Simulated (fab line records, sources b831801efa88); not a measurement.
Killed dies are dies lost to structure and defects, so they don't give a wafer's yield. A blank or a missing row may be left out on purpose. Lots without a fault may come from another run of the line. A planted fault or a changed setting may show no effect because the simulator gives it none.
A struck lot beside a sound one | flow sky130 | 18 steps out of a route of 708
Sound: wafers L341.1, L341.3, L341.5. Struck: wafers L351.1, L351.2, L351.5. The cause comes at the end.
At each step with rows: each side's tool, then ch and its chambers, then its first start. Under that, the readings that differ: sound wafers | struck wafers | difference of the means | sigmas: that difference in standard deviations of wafers without a fault.
alike: readings whose means differ by less than 2 such deviations, and words and numbers that are the same on both sides. not compared: withheld readings, readings that some wafer has no value for, bounds like >300 that may hide the same value, and numbers for which the record gives no deviation and whose values overlap.
The two part at a step that has a row with sigmas, a row that says differs or no value, or rows on one side only. Numbers that don't overlap but have no deviation are shown without sigmas and don't part them. A reading that every wafer of one side lacks parts them only if that side has two wafers or more.

first, 3 steps without rows for these wafers: SKY_VT_ADJUST_NCORE_EXPOSE_04 (exposes mask LVTN COMPLEMENT THIN, target cd 380 nm); SKY_VT_ADJUST_NCORE_PEB_05; SKY_VT_ADJUST_NCORE_DEVELOP_06 (develop time 60 s).
SKY_VT_ADJUST_NCORE_CD_MEAS_07: target cd 380 nm.
  sound on cd_sem-02, day 10 14:35; struck on cd_sem-02, day 13 13:44
  alike: cd_nm
SKY_VT_ADJUST_NCORE_OVL_MEAS_08:
  sound on overlay-02, day 10 14:42; struck on overlay-02, day 13 13:51
  alike: VT_ADJUST_NCORE_OVL
then, 1 step without rows for these wafers: SKY_VT_ADJUST_NCORE_IMPLANT_09.
SKY_VT_ADJUST_NCORE_STRIP_10: strips in O2/N2.
  sound on plasma_asher-01 ch 0,1, day 10 14:53; struck on plasma_asher-01 ch 0,1, day 13 14:02
  alike: drypump_motor_current_A, oes_product_au, strip_time_to_endpoint_s
  not compared: rf_hours_counter_h
SKY_VT_ADJUST_NCORE_TW_MEAS_11:
  sound on film_metro-02, day 10 14:59; struck on film_metro-03, day 13 14:08
  reading            | sound             | struck            | difference | sigmas
  VT_ADJUST_NCORE_TW | 222.3 221.3 220.0 | 218.1 218.8 219.5 | -2.4       | -2
then, 4 steps without rows for these wafers: SKY_VT_ADJUST_HVTR_DEHYDRATE_00 (time 60 s); SKY_VT_ADJUST_HVTR_HMDS_01 (prime time 60 s); SKY_VT_ADJUST_HVTR_COAT_02 (resist thk 1140 nm); SKY_VT_ADJUST_HVTR_SOFTBAKE_03 (time 60 s).
SKY_VT_ADJUST_HVTR_EXPOSE_04: exposes mask HVTRM, target cd 380 nm.
  sound on iline_stepper-02 ch 0, day 11 02:49; struck on iline_stepper-01 ch 0, day 14 02:37
  reading                                | sound                | struck            | difference | sigmas
  model.VT_ADJUST_HVTR.overlay_x_nm (nm) | -0.264 -0.264 -0.264 | 114.6 114.6 114.6 | +114.9     |
  alike: mask
then, 2 steps without rows for these wafers: SKY_VT_ADJUST_HVTR_PEB_05; SKY_VT_ADJUST_HVTR_DEVELOP_06 (develop time 60 s).
SKY_VT_ADJUST_HVTR_CD_MEAS_07: target cd 380 nm.
  sound on cd_sem-02, day 11 14:08; struck on cd_sem-02, day 14 15:07
  alike: cd_nm
SKY_VT_ADJUST_HVTR_OVL_MEAS_08:
  sound on overlay-01, day 11 14:16; struck on overlay-01, day 14 15:26
  reading                 | sound         | struck            | difference | sigmas
  VT_ADJUST_HVTR_OVL (nm) | 0.9 -1.5 -0.3 | 111.3 111.8 112.8 | +112.3     | +80
  not compared: hold
SKY_PAD_OPEN_PROBE_99:
  the record has rows for the sound wafers here (prober-02, day 47 13:29) and none for the struck ones

WHERE THEY PART
First at SKY_VT_ADJUST_NCORE_TW_MEAS_11; last, within this record, at SKY_PAD_OPEN_PROBE_99.

WHY: what the simulator had put in
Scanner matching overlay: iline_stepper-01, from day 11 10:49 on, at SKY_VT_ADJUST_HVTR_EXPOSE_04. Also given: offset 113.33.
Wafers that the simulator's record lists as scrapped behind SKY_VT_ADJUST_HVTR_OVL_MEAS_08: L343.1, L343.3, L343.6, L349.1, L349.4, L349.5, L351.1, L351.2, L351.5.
